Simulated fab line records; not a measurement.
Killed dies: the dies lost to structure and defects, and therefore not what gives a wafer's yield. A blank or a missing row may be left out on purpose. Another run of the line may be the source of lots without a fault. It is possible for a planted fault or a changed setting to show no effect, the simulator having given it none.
Which of the tools did it? | flow sky130 | 72 wafers from 24 lots sampled at 5 of the route's 708 steps

== WHAT THE GAUGES READ, wafer by wafer ==
SKY_VT_ADJUST_HVTR_CD_MEAS_07: target cd 380 nm.
lot  | measured     | on        | cd_nm (nm)
L074 | day 9 11:37  | cd_sem-02 | 380.0 379.7 378.7
L075 | day 9 21:04  | cd_sem-02 | 379.2 379.0 380.8
L076 | day 10 04:04 | cd_sem-02 | 381.4 381.8 381.3
L077 | day 10 13:29 | cd_sem-01 | 381.4 380.5 380.7
L078 | day 10 21:04 | cd_sem-02 | 379.4 379.7 380.6
L079 | day 11 08:14 | cd_sem-02 | 378.6 381.3 378.8
L080 | day 11 09:31 | cd_sem-01 | 378.2 377.3 377.0
L081 | day 11 20:08 | cd_sem-02 | 377.2 379.8 373.7
L082 | day 12 01:08 | cd_sem-02 | 382.3 381.5 381.0
L083 | day 12 04:37 | cd_sem-02 | 378.9 378.8 384.1
L084 | day 12 12:37 | cd_sem-01 | 383.0 380.6 385.9
L085 | day 12 23:56 | cd_sem-02 | 376.9 378.4 376.9
L086 | day 13 07:44 | cd_sem-02 | 378.2 380.3 378.5
L087 | day 13 13:02 | cd_sem-01 | 374.1 374.3 374.1
L088 | day 13 19:58 | cd_sem-01 | 375.8 380.1 379.6
L089 | day 14 01:56 | cd_sem-01 | 381.2 380.1 378.3
L090 | day 14 11:52 | cd_sem-02 | 378.5 378.6 376.0
L091 | day 14 20:14 | cd_sem-01 | 378.2 381.7 379.2
L092 | day 15 03:58 | cd_sem-01 | 376.7 375.3 376.5
L093 | day 15 08:11 | cd_sem-02 | 383.9 383.3 382.7
L094 | day 15 18:13 | cd_sem-02 | 383.8 382.4 383.6
L095 | day 15 23:01 | cd_sem-02 | 376.3 379.3 379.1
L096 | day 16 04:07 | cd_sem-01 | 380.5 378.8 379.5
L097 | day 16 15:03 | cd_sem-02 | 379.0 379.0 378.8

SKY_CAPM_RS_MEAS_03: the measuring method here is four-point-probe.
lot  | measured     | on            | CAPM_TIN_RS (ohm/sq)
L074 | day 36 10:42 | film_metro-02 | 6.86 6.84 6.82
L075 | day 37 06:04 | film_metro-03 | 7.02 6.99 7.05
L076 | day 37 12:06 | film_metro-03 | 6.85 6.97 6.93
L077 | day 37 14:14 | film_metro-01 | 7.04 6.87 6.96
L078 | day 37 21:24 | film_metro-02 | 6.83 6.78 6.95
L079 | day 38 08:02 | film_metro-01 | 6.99 7.01 7.07
L080 | day 38 09:59 | film_metro-03 | 6.97 6.91 6.87
L081 | day 38 21:58 | film_metro-03 | 6.80 6.75 6.98
L082 | day 39 08:59 | film_metro-02 | 7.00 6.86 7.01
L083 | day 39 09:17 | film_metro-01 | 6.88 6.86 6.85
L084 | day 39 17:29 | film_metro-03 | 7.01 6.99 7.00
L085 | day 40 01:50 | film_metro-02 | 6.83 6.91 6.81
L086 | day 40 09:11 | film_metro-03 | 6.81 6.84 7.03
L087 | day 40 14:54 | film_metro-01 | 6.75 6.71 6.74
L088 | day 40 23:00 | film_metro-01 | 7.01 6.88 6.82
L089 | day 41 10:01 | film_metro-01 | 7.01 6.79 6.93
L090 | day 41 13:31 | film_metro-02 | 6.83 6.91 6.86
L091 | day 41 18:54 | film_metro-02 | 6.81 6.84 6.86
L092 | day 42 00:05 | film_metro-03 | 6.98 7.04 6.93
L093 | day 42 02:45 | film_metro-01 | 7.07 6.91 6.96
L094 | day 42 09:59 | film_metro-01 | 6.82 7.00 6.96
L095 | day 42 15:11 | film_metro-01 | 6.93 6.98 6.95
L096 | day 42 20:35 | film_metro-01 | 6.82 6.85 6.83
L097 | day 43 05:56 | film_metro-02 | 6.81 6.85 6.90

SKY_CAPM_OVL_MEAS_12.
lot  | measured     | on         | CAPM_OVL (nm)
L074 | day 37 11:37 | overlay-02 | -0.8 0.2 -0.4
L075 | day 38 07:10 | overlay-01 | -0.1 -1.0 0.4
L076 | day 38 12:16 | overlay-01 | -0.2 -0.2 -0.3
L077 | day 38 15:14 | overlay-01 | 0.7 0.8 0.6
L078 | day 38 22:22 | overlay-01 | 1.4 0.9 1.2
L079 | day 39 09:22 | overlay-02 | -1.7 -1.2 0.1
L080 | day 39 10:22 | overlay-02 | -0.2 2.4 1.6
L081 | day 39 22:40 | overlay-02 | 1.0 -0.3 0.3
L082 | day 40 09:40 | overlay-02 | -1.1 -0.8 -0.7
L083 | day 40 10:55 | overlay-01 | -0.9 -0.9 -1.5
L084 | day 40 19:28 | overlay-02 | 0.2 0.4 -0.1
L085 | day 41 03:25 | overlay-01 | -1.2 -0.1 0.4
L086 | day 41 10:04 | overlay-02 | -0.8 0.8 -0.9
L087 | day 41 15:16 | overlay-02 | -0.7 -1.5 -0.5
L088 | day 41 22:55 | overlay-01 | 2.5 1.4 0.8
L089 | day 42 08:58 | overlay-02 | 2.9 0.1 2.1
L090 | day 42 13:25 | overlay-02 | 1.6 1.5 0.6
L091 | day 42 18:19 | overlay-02 | -0.9 -0.7 -0.6
L092 | day 42 23:25 | overlay-01 | -1.0 -1.0 0.3
L093 | day 43 01:10 | overlay-01 | 0.4 2.0 3.3
L094 | day 43 08:43 | overlay-01 | -1.4 -1.3 -2.0
L095 | day 43 13:49 | overlay-02 | 0.6 -0.8 -0.1
L096 | day 43 18:56 | overlay-01 | 0.7 0.1 2.3
L097 | day 44 03:26 | overlay-01 | -1.3 -3.4 -2.4

== EACH LOT AND THE TOOL THAT RAN IT (in order: tool; ch and the chambers of the sampled wafers; start) ==
lot  | SKY_POLY_GATE_ETCH_16              | SKY_VIA2_ETCH_15
L074 | rie_diel-01 ch 0,2,3, day 16 10:40 | rie_diel-02 ch 0,1,2, day 36 09:01
L075 | rie_diel-02 ch 1,2, day 17 00:19   | rie_diel-03 ch 0,2,3, day 37 04:19
L076 | rie_diel-01 ch 0,2,3, day 17 11:44 | rie_diel-02 ch 0,1,3, day 37 10:04
L077 | rie_diel-04 ch 0,1,3, day 17 18:19 | rie_diel-02 ch 1,2,3, day 37 12:09
L078 | rie_diel-01 ch 0,2,3, day 18 03:44 | rie_diel-04 ch 1,2,3, day 37 19:43
L079 | rie_diel-04 ch 0,2,3, day 18 15:19 | rie_diel-03 ch 1,2, day 38 06:19
L080 | rie_diel-02 ch 0,1, day 18 17:35   | rie_diel-02 ch 0,1,3, day 38 08:18
L081 | rie_diel-01 ch 0,2,3, day 19 08:38 | rie_diel-02 ch 1,2,3, day 38 20:16
L082 | rie_diel-01 ch 0,2,3, day 19 17:36 | rie_diel-03 ch 2,3, day 39 07:16
L083 | rie_diel-01 ch 2,3, day 20 00:37   | rie_diel-02 ch 0,1,3, day 39 07:37
L084 | rie_diel-01 ch 0,2,3, day 20 09:30 | rie_diel-04 ch 2,3, day 39 15:46
L085 | rie_diel-04 ch 0,2,3, day 20 19:18 | rie_diel-02 ch 0,2,3, day 40 00:09
L086 | rie_diel-02 ch 0,1,3, day 21 04:43 | rie_diel-03 ch 1,2, day 40 07:22
L087 | rie_diel-01 ch 0,1,2, day 21 10:56 | rie_diel-04 ch 0,2, day 40 13:09
L088 | rie_diel-02 ch 0,1,3, day 21 19:06 | rie_diel-02 ch 0,1,2, day 40 21:19
L089 | rie_diel-01 ch 0,1,3, day 22 05:10 | rie_diel-04 ch 0,1,3, day 41 08:19
L090 | rie_diel-01 ch 0,1,3, day 22 09:52 | rie_diel-02 ch 2,3, day 41 11:46
L091 | rie_diel-02 ch 0,2, day 22 22:41   | rie_diel-03 ch 0,2, day 41 17:09
L092 | rie_diel-01 ch 0,1,2, day 23 05:49 | rie_diel-04 ch 0,1,3, day 41 22:24
L093 | rie_diel-02 ch 0,2,3, day 23 08:48 | rie_diel-04 ch 1,2,3, day 42 01:03
L094 | rie_diel-01 ch 2,3, day 23 18:14   | rie_diel-03 ch 0,3, day 42 08:19
L095 | rie_diel-01 ch 0,2,3, day 24 00:06 | rie_diel-03 ch 0,2,3, day 42 13:28
L096 | rie_diel-02 ch 0,1,3, day 24 06:02 | rie_diel-03 ch 2,3, day 42 18:52
L097 | rie_diel-04 ch 2,3, day 24 19:14   | rie_diel-04 ch 2,3, day 43 04:13
- SKY_POLY_GATE_ETCH_16: etches Si3N4 in CH3F/O2, stops on poly-Si, time 147.5 s, target depth 75 nm.
- SKY_VIA2_ETCH_15: etches SiO2 in C4F8/O2/Ar, stops on TiN, target depth 546 nm, time 84 s.

== AS READ BY THE TOOLS THEMSELVES (means over the sampled wafers that have a number; for cases with no such wafer, the mark the record gives instead) ==
SKY_POLY_GATE_ETCH_16.
lot  | tool        | bias_w (W) | drypump_motor_current_A (A) | oes_product_au (a.u.) | throttle_valve_pct (%)
L074 | rie_diel-01 | 80.10      | 5.8                         | 0.642                 | 10.538
L075 | rie_diel-02 | 79.82      | 6.4                         | 0.644                 | 10.532
L076 | rie_diel-01 | 79.95      | 5.9                         | 0.639                 | 10.541
L077 | rie_diel-04 | 80.17      | 5.9                         | 0.642                 | 10.532
L078 | rie_diel-01 | 79.97      | 5.9                         | 0.639                 | 10.533
L079 | rie_diel-04 | 79.89      | 6.1                         | 0.644                 | 10.538
L080 | rie_diel-02 | 79.85      | 5.9                         | 0.640                 | 10.535
L081 | rie_diel-01 | 80.17      | 5.8                         | 0.638                 | 10.536
L082 | rie_diel-01 | 79.97      | 5.9                         | 0.642                 | 10.538
L083 | rie_diel-01 | 80.00      | 5.9                         | 0.640                 | 10.542
L084 | rie_diel-01 | 80.02      | 5.9                         | 0.644                 | 10.546
L085 | rie_diel-04 | 80.00      | 6.0                         | 0.641                 | 10.534
L086 | rie_diel-02 | 80.14      | 5.6                         | 0.648                 | 10.537
L087 | rie_diel-01 | 80.18      | 5.7                         | 0.640                 | 10.534
L088 | rie_diel-02 | 79.89      | 5.6                         | 0.644                 | 10.528
L089 | rie_diel-01 | 79.84      | 5.8                         | 0.639                 | 10.537
L090 | rie_diel-01 | 80.07      | 5.8                         | 0.642                 | 10.525
L091 | rie_diel-02 | 80.11      | 5.5                         | 0.643                 | 10.521
L092 | rie_diel-01 | 80.14      | 5.7                         | 0.640                 | 10.541
L093 | rie_diel-02 | 80.00      | 5.7                         | 0.643                 | 10.540
L094 | rie_diel-01 | 79.95      | 5.7                         | 0.648                 | 10.527
L095 | rie_diel-01 | 79.93      | 5.8                         | 0.641                 | 10.529
L096 | rie_diel-02 | 80.00      | 5.6                         | 0.644                 | 10.541
L097 | rie_diel-04 | 79.61      | 6.1                         | 0.642                 | 10.536

SKY_VIA2_ETCH_15.
lot  | tool        | bias_w (W) | oes_product_au (a.u.)
L074 | rie_diel-02 | 1198       | 0.942
L075 | rie_diel-03 | 1196       | 0.939
L076 | rie_diel-02 | 1200       | 0.938
L077 | rie_diel-02 | 1198       | 0.944
L078 | rie_diel-04 | 1200       | 0.940
L079 | rie_diel-03 | 1197       | 0.939
L080 | rie_diel-02 | 1197       | 0.940
L081 | rie_diel-02 | 1202       | 0.941
L082 | rie_diel-03 | 1201       | 0.934
L083 | rie_diel-02 | 1199       | 0.945
L084 | rie_diel-04 | 1201       | 0.935
L085 | rie_diel-02 | 1200       | 0.938
L086 | rie_diel-03 | 1196       | 0.942
L087 | rie_diel-04 | 1198       | 0.941
L088 | rie_diel-02 | 1202       | 0.940
L089 | rie_diel-04 | 1198       | 0.939
L090 | rie_diel-02 | 1200       | 0.941
L091 | rie_diel-03 | 1196       | 0.939
L092 | rie_diel-04 | 1204       | 0.938
L093 | rie_diel-04 | 1198       | 0.938
L094 | rie_diel-03 | 1198       | 0.940
L095 | rie_diel-03 | 1200       | 0.939
L096 | rie_diel-03 | 1199       | 0.938
L097 | rie_diel-04 | 1200       | 0.940

== THE ANSWER, worked out from the rows above alone ==
Rule: usual is defined by the lots themselves. The widest of any qualifying gaps counts: lots, ordered by their means at a reading, are off when they make up no more than a third of the lots, leave a main group of 4 or more, and stand apart from it by 3 or more times the standard deviation of that group's means. If all means in a main group match to the digits the tables above print for the reading, that group is not used. A lot without any number at a reading at which 4 lots or more have one is off too. Any other lot the step has rows for is counted as sound. Order of review: gauges by route order, followed by the tools' own readings, for which a lot's mean as printed above is used. At the first step where some lot is off, the reading lying furthest off is the one used; lots without a number count as furthest.
None of the lots is off at any reading shown; this tells nothing.

== WHAT THE SIMULATOR PUT IN ==
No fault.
